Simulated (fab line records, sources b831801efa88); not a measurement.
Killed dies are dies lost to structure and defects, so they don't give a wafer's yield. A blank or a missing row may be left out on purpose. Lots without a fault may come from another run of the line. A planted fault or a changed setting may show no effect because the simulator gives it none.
fab line records | flow sky130
record lots=12 wafers=34 last_day=50
route steps=708 shown SONOS_TUNNEL@162 POLY_GATE@228 METAL1@449 METAL4@600
lots that met no fault: from a run of the same line without faults
start_h: hours from the record's first day to the start of the lot's first wafer shown | wait_h: hours since the lot's step before | " the same as in the row above | L1.1+2: a row that stands for several wafers | - no value, or no start given | * or withheld: withheld | < > ~ a bound
route shown NAME@n: a module of which the file shows steps, and the number in the route of the first | usual: mean/standard deviation of fault-free wafers | same: alike in all rows | chamber/n: place in a boat | sites: the reading at each site | _std_site: their standard deviation | _edge_site: outer sites' mean less inner sites' | radius_mm: how far each site lies from the wafer's centre | mask NAME#n: copy n | behind: the tool/chamber that last shaped the wafer | hold: why the lot was held/for how many hours/how that ended | device: the transistor (n, p or np) that didn't switch | end of line: the same wafers' tests at the end of the route | a step without rows: its recipe alone | killed: dies lost to structure and defects at the first sort, not the wafer's yield | map: a wafer's dies, x killed, . not, _ none there
set.NAME: the setting as run; set.NAME@STEP: as run at that earlier step | model.NAME: the simulator's own value behind a step, which no gauge read
steps of the route over a sample of lots; a table a step, a row a wafer
services: from which hour (start_h, from the record's first day; less than 0 if before it) a tool's chamber was out of use, for how many hours, and why
## steps
# step SKY_SONOS_TUNNEL_OVL_MEAS_08
# usual SONOS_TUNNEL_OVL=0.3/1.4
# columns lot.wafer tool chamber start_h wait_h SONOS_TUNNEL_OVL[nm]
L201.1 overlay-02 - 247.58 0.1 -2.6
L201.2 " - " " -2.3
L201.3 " - " " -1.7
L202.1 overlay-02 - 261.84 0.1 -1.1
L202.2 " - " " -1.9
L202.5 " - " " -2.8
L203.2 overlay-01 - 271.78 0.1 0.6
L203.4 " - " " 1.9
L203.5 " - " " 1.8
L208.2 overlay-02 - 320.13 0.1 1.2
L208.4 " - " " -1.2
L209.2 overlay-02 - 320.43 0.1 -1.5
L209.6 " - " " 0.6
L214.4 overlay-02 - 357.76 0.1 1.9
L214.5 " - " " 2.0
L214.6 " - " " -0.7
L215.1 overlay-02 - 366.14 0.1 -0.2
L215.4 " - " " -1.5
L215.6 " - " " -1.9
L218.2 overlay-01 - 386.37 0.1 -0.7
L218.4 " - " " 0.5
L218.6 " - " " 0.2
L220.1 overlay-02 - 404.84 0.1 1.7
L220.3 " - " " 1.5
L220.6 " - " " 2.0
L221.1 overlay-01 - 415.02 0.1 -0.3
L221.3 " - " " 0.3
L221.6 " - " " 0.3
L222.2 overlay-01 - 427.30 0.1 -1.5
L222.4 " - " " -2.0
L222.5 " - " " 0.2
L223.1 overlay-01 - 429.98 0.1 0.6
L223.3 " - " " -0.8
L223.4 " - " " -0.2
# step SKY_POLY_GATE_OVL_MEAS_14
# usual POLY_GATE_OVL=-2/5.8
# columns lot.wafer tool chamber start_h wait_h POLY_GATE_OVL[nm]
L201.1 overlay-01 - 368.77 0.1 -4
L201.2 " - " " -2
L201.3 " - " " 3
L202.1 overlay-01 - 387.97 0.1 -5
L202.2 " - " " -7
L202.5 " - " " -2
L203.2 overlay-02 - 395.37 0.1 1
L203.4 " - " " -1
L203.5 " - " " 0
L209.2 overlay-02 - 451.03 0.1 1
L209.6 " - " " 0
L208.2 overlay-01 - 453.90 0.1 2
L208.4 " - " " -1
L214.4 overlay-02 - 492.81 0.1 8
L214.5 " - " " 7
L214.6 " - " " 1
L215.1 overlay-02 - 501.82 0.1 1
L215.4 " - " " -3
L215.6 " - " " -5
L218.2 overlay-02 - 523.10 0.1 7
L218.4 " - " " 9
L218.6 " - " " 11
L220.1 overlay-02 - 543.12 0.1 -4
L220.3 " - " " 1
L220.6 " - " " 4
L221.1 overlay-02 - 552.59 0.1 5
L221.3 " - " " 2
L221.6 " - " " 5
L222.2 overlay-01 - 563.17 0.1 -2
L222.4 " - " " -1
L222.5 " - " " 1
L223.1 overlay-01 - 566.54 0.1 -13
L223.3 " - " " -16
L223.4 " - " " -10
# step SKY_METAL1_CD_MEAS_15
# recipe target_cd_nm=140
# usual cd_nm=140.1/1.5
# columns lot.wafer tool chamber start_h wait_h cd_nm
L201.1 cd_sem-01 - 762.92 - 141.2
L201.2 " - " " 141.1
L201.3 " - " " 141.5
L202.1 cd_sem-02 - 783.02 - 141.6
L202.2 " - " " 141.4
L202.5 " - " " 141.2
L203.2 cd_sem-02 - 788.72 - 140.4
L203.4 " - " " 140.2
L203.5 " - " " 142.7
L209.2 cd_sem-01 - 835.24 - 141.5
L209.6 " - " " 140.9
L208.2 cd_sem-02 - 840.52 - 137.1
L208.4 " - " " 139.2
L214.4 cd_sem-02 - 870.33 - 137.0
L214.5 " - " " 137.0
L214.6 " - " " 137.6
L215.1 cd_sem-01 - 878.37 - 139.2
L215.4 " - " " 140.1
L215.6 " - " " 140.2
L218.2 cd_sem-02 - 899.92 - 141.4
L218.4 " - " " 140.3
L218.6 " - " " 140.5
L220.1 cd_sem-02 - 915.35 - 141.9
L220.3 " - " " 142.9
L220.6 " - " " 140.7
L221.1 cd_sem-02 - 919.90 - 141.3
L221.3 " - " " 140.8
L221.6 " - " " 141.8
L222.2 cd_sem-01 - 931.33 - 137.5
L222.4 " - " " 138.2
L222.5 " - " " 139.8
L223.1 cd_sem-01 - 935.12 - 138.4
L223.3 " - " " 138.1
L223.4 " - " " 137.2
# step SKY_METAL4_SPUTTER_02
# recipe material=AlCu target_thk_nm=735 power_w=10600 time_s=39.1 chamber_pressure_pa=0.4
# usual cathode_dc_power_W=10600/1.9 throttle_valve_pct=30.0/0.85
# columns lot.wafer tool chamber start_h wait_h cathode_dc_power_W throttle_valve_pct
L201.1 pvd_sputter-03 - 930.07 0.0 10604 29.3
L201.2 " - " " 10600 29.3
L201.3 " - " " 10598 29.8
L202.1 pvd_sputter-01 - 949.70 0.0 10600 30.7
L202.2 " - " " 10601 29.4
L202.5 " - " " 10604 29.7
L203.2 pvd_sputter-01 - 954.88 0.0 10596 31.3
L203.4 " - " " 10599 30.6
L203.5 " - " " 10601 29.8
L209.2 pvd_sputter-01 - 997.44 0.0 10601 31.5
L209.6 " - " " 10597 31.0
L208.2 pvd_sputter-01 - 1001.13 0.0 10599 29.7
L208.4 " - " " 10598 30.9
L214.4 pvd_sputter-03 - 1026.37 0.0 10599 29.4
L214.5 " - " " 10601 29.8
L214.6 " - " " 10600 29.0
L215.1 pvd_sputter-03 - 1034.51 0.0 10602 29.8
L215.4 " - " " 10600 29.5
L215.6 " - " " 10599 29.5
L218.2 pvd_sputter-03 - 1053.82 0.0 10599 29.5
L218.4 " - " " 10601 29.3
L218.6 " - " " 10602 28.9
L220.1 pvd_sputter-01 - 1065.64 0.0 10597 31.6
L220.3 " - " " 10600 31.0
L220.6 " - " " 10600 30.8
L221.1 pvd_sputter-02 - 1070.38 0.0 10599 28.4
L221.3 " - " " 10599 30.3
L221.6 " - " " 10602 30.2
L222.2 pvd_sputter-02 - 1080.55 0.0 10600 30.0
L222.4 " - " " 10603 30.4
L222.5 " - " " 10602 28.6
L223.1 pvd_sputter-01 - 1084.65 0.0 10599 31.6
L223.3 " - " " 10599 30.9
L223.4 " - " " 10600 30.7
# step SKY_METAL4_METAL_ETCH_18
# recipe target_depth_a=8450 stop_on=SiO2 over_etch_frac=0.3 time_s=183.1 chemistry=Cl2/BCl3 resist_sidewall_deg=88 pressure_mtorr=10 icp_w=900 bias_w=48.5 Cl2_flow_sccm=60 bcl3_flow_sccm=30
# usual bias_w=48.49/0.16 drypump_motor_current_A=5.6/0.6 oes_product_au=0.862/0.0066 throttle_valve_pct=22.264/0.0091
# columns lot.wafer tool chamber start_h wait_h bias_w drypump_motor_current_A oes_product_au rf_hours_counter_h throttle_valve_pct
L201.1 rie_metal-04 1 979.55 0.0 48.72 5.1 0.871 11 22.267
L201.2 " 0 " " 48.26 6.3 0.858 15 22.247
L201.3 " 1 " " 48.54 5.1 0.865 - 22.266
L202.1 rie_metal-01 1 998.62 0.0 48.59 5.4 0.863 9 22.265
L202.2 " 0 " " 48.32 5.2 0.864 15 22.244
L202.5 " 0 " " 48.29 5.2 0.857 - 22.259
L203.2 rie_metal-02 1 1003.87 0.0 48.40 6.4 0.849 3 22.260
L203.4 " 1 " " 48.42 6.4 0.856 - 22.260
L203.5 " 0 " " 48.43 5.0 0.858 - 22.236
L209.2 rie_metal-02 0 1044.65 0.0 48.28 5.0 0.713 15 22.270
L209.6 " 1 " " 48.59 6.4 0.862 - 22.260
L208.2 rie_metal-01 1 1047.76 0.0 48.51 5.4 0.711 12 22.274
L208.4 " 0 " " 48.54 5.2 0.861 - 22.263
L214.4 rie_metal-04 0 1072.47 0.1 48.70 6.3 0.861 - 22.266
L214.5 " 0 " " 48.59 6.3 0.867 - 22.257
L214.6 " 1 " " 48.18 5.1 0.861 - 22.274
L215.1 rie_metal-02 0 1078.36 0.0 48.54 5.0 0.866 18 22.265
L215.4 " 0 " " 48.31 5.0 0.864 - 22.254
L215.6 " 1 " " 48.60 6.5 0.860 - 22.264
L218.2 rie_metal-02 1 1097.08 0.0 48.43 6.5 0.863 9 22.256
L218.4 " 1 " " 48.44 6.5 0.873 - 22.256
L218.6 " 0 " " 48.40 5.0 0.867 - 22.273
L220.1 rie_metal-02 0 1108.18 0.0 48.37 5.0 0.848 21 22.268
L220.3 " 0 " " 48.45 5.0 0.855 - 22.258
L220.6 " 1 " " 48.60 6.4 0.856 - 22.272
L221.1 rie_metal-04 1 1113.36 0.0 48.35 5.1 0.866 20 22.259
L221.3 " 1 " " 48.37 5.1 0.856 - 22.275
L221.6 " 0 " " 48.68 6.3 0.863 - 22.275
L222.2 rie_metal-02 0 1122.87 0.0 48.66 5.0 0.869 22 22.270
L222.4 " 0 " " 48.65 5.0 0.863 - 22.263
L222.5 " 0 " " 48.76 5.0 0.862 - 22.276
L223.1 rie_metal-01 0 1126.82 0.0 48.51 5.2 0.870 24 22.267
L223.3 " 0 " " 48.35 5.2 0.856 - 22.273
L223.4 " 1 " " 48.53 5.4 0.875 - 22.257
## services
# columns tool chamber start_h hours kind
pvd_sputter-03 - 914.28 8.7 repair
pvd_sputter-01 - 916.24 2.6 repair
rie_metal-02 1 927.32 - clean
rie_metal-02 1 927.32 24.4 scheduled_down
rie_metal-02 1 927.32 24.4 vent_cycle
rie_metal-04 - 929.45 5.5 repair
pvd_sputter-03 - 955.17 2.2 repair
pvd_sputter-02 - 972.47 2.1 repair
pvd_sputter-01 - 994.09 2.0 repair
pvd_sputter-03 - 1083.74 4.6 repair
rie_metal-01 1 1112.75 5.0 repair
## key
first_sign step=SKY_METAL4_METAL_ETCH_18 reading=oes_product_au direction=down sigmas=23 usual=0.862 struck=0.712
effect none on later readings
met_at SKY_METAL4_SPUTTER_02
struck_lots L208,L209
struck_wafers L208.2,L209.2
not_acting_at SKY_SONOS_TUNNEL_OVL_MEAS_08,SKY_POLY_GATE_OVL_MEAS_14,SKY_METAL1_CD_MEAS_15
onset_between 954.88 997.44
fault kind=process_parameter_drift tool=pvd_sputter-01 chamber=- onset_h=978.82 steps=SKY_METAL4_SPUTTER_02 channel=target_thk_nm offset=-250.87 shape=step end_h=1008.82 scope=struck_wafers_only acts_in=these_recipes_only stated=735
